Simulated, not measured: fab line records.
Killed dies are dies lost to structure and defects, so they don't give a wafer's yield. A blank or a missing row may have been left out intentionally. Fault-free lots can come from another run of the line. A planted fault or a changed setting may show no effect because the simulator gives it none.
Which tool did it? || flow sky130 || 18 wafers from 6 lots sampled at 4 of the route's 708 steps

WHAT THE GAUGES READ, wafer by wafer
SKY_LDD_HVP_OVL_MEAS_07.
{"lot": "L497", "measured": "day 22 00:32", "on": "overlay-01", "LDD_HVP_OVL (nm)": "-1.6 1.3 -1.3"}
{"lot": "L499", "measured": "day 23 05:43", "on": "overlay-01", "LDD_HVP_OVL (nm)": "- - -"}
{"lot": "L503", "measured": "day 24 07:20", "on": "overlay-01", "LDD_HVP_OVL (nm)": "-1.9 -3.2 -3.3"}
{"lot": "L510", "measured": "day 26 16:22", "on": "overlay-02", "LDD_HVP_OVL (nm)": "-0.8 -3.4 -1.4"}
{"lot": "L512", "measured": "day 27 06:49", "on": "overlay-01", "LDD_HVP_OVL (nm)": "-1.9 -4.2 -0.2"}
{"lot": "L516", "measured": "day 28 19:10", "on": "overlay-02", "LDD_HVP_OVL (nm)": "-4.8 -5.5 -2.7"}

WHICH TOOL RAN EACH LOT (tool, then ch and the chambers of the sampled wafers, then the start)
{"lot": "L497", "SKY_GATE_OXIDE_STRIP_13": "plasma_asher-01 ch 1, day 13 22:27", "SKY_LDD_HVN_STRIP_09": "plasma_asher-02 ch 0, day 20 14:47", "SKY_LDD_HVP_EXPOSE_04": "iline_stepper-02 ch 0, day 21 09:17"}
{"lot": "L499", "SKY_GATE_OXIDE_STRIP_13": "plasma_asher-01 ch 0,1, day 15 03:39", "SKY_LDD_HVN_STRIP_09": "plasma_asher-02 ch 0,1, day 21 23:38", "SKY_LDD_HVP_EXPOSE_04": "iline_stepper-01 ch 0, day 22 14:28"}
{"lot": "L503", "SKY_GATE_OXIDE_STRIP_13": "plasma_asher-01 ch 0,1, day 16 04:03", "SKY_LDD_HVN_STRIP_09": "plasma_asher-02 ch 0,1, day 23 01:29", "SKY_LDD_HVP_EXPOSE_04": "iline_stepper-01 ch 0, day 23 16:31"}
{"lot": "L510", "SKY_GATE_OXIDE_STRIP_13": "plasma_asher-01 ch 0,1, day 18 16:39", "SKY_LDD_HVN_STRIP_09": "plasma_asher-04 ch 0,1, day 25 11:29", "SKY_LDD_HVP_EXPOSE_04": "iline_stepper-01 ch 0, day 26 02:07"}
{"lot": "L512", "SKY_GATE_OXIDE_STRIP_13": "plasma_asher-02 ch 0,1, day 19 12:39", "SKY_LDD_HVN_STRIP_09": "plasma_asher-02 ch 0,1, day 26 02:20", "SKY_LDD_HVP_EXPOSE_04": "iline_stepper-02 ch 0, day 26 16:58"}
{"lot": "L516", "SKY_GATE_OXIDE_STRIP_13": "plasma_asher-03 ch 0,1, day 20 23:36", "SKY_LDD_HVN_STRIP_09": "plasma_asher-02 ch 0,1, day 27 14:53", "SKY_LDD_HVP_EXPOSE_04": "iline_stepper-01 ch 0, day 28 05:12"}
- SKY_GATE_OXIDE_STRIP_13: strips in O2/N2.
- SKY_LDD_HVN_STRIP_09: strips in O2/N2.
- SKY_LDD_HVP_EXPOSE_04: exposes mask HVPTM, target cd 700 nm.

THE ANSWER, worked out from the rows above alone
Rule: what is usual is taken from the lots themselves. Put in order of their means at a reading, lots are off if they are a third of the lots or fewer, leave a main group of 4 or more, and stand apart from it by a gap of 3 or more times the standard deviation of the main group's means; of several such gaps the widest counts. A main group is skipped when, at the precision printed for the reading in the tables above, its means are all equal. Also off: a lot with no number at a reading for which 4 or more lots have one. All remaining lots with rows at the step are treated as sound.
Off: at SKY_LDD_HVP_OVL_MEAS_07 (LDD_HVP_OVL), L499. Without a number there: L499. For the main group the mean is -2.3 nm and the standard deviation 1.2.
If a tool, at a process step before that reading, ran all the lots that are off and no sound lot after the first of them, it fits. Those tools and the gauges at SKY_LDD_HVP_OVL_MEAS_07 are tried in the same way. Not one of the candidates tried fits.

WHAT THE SIMULATOR PUT IN
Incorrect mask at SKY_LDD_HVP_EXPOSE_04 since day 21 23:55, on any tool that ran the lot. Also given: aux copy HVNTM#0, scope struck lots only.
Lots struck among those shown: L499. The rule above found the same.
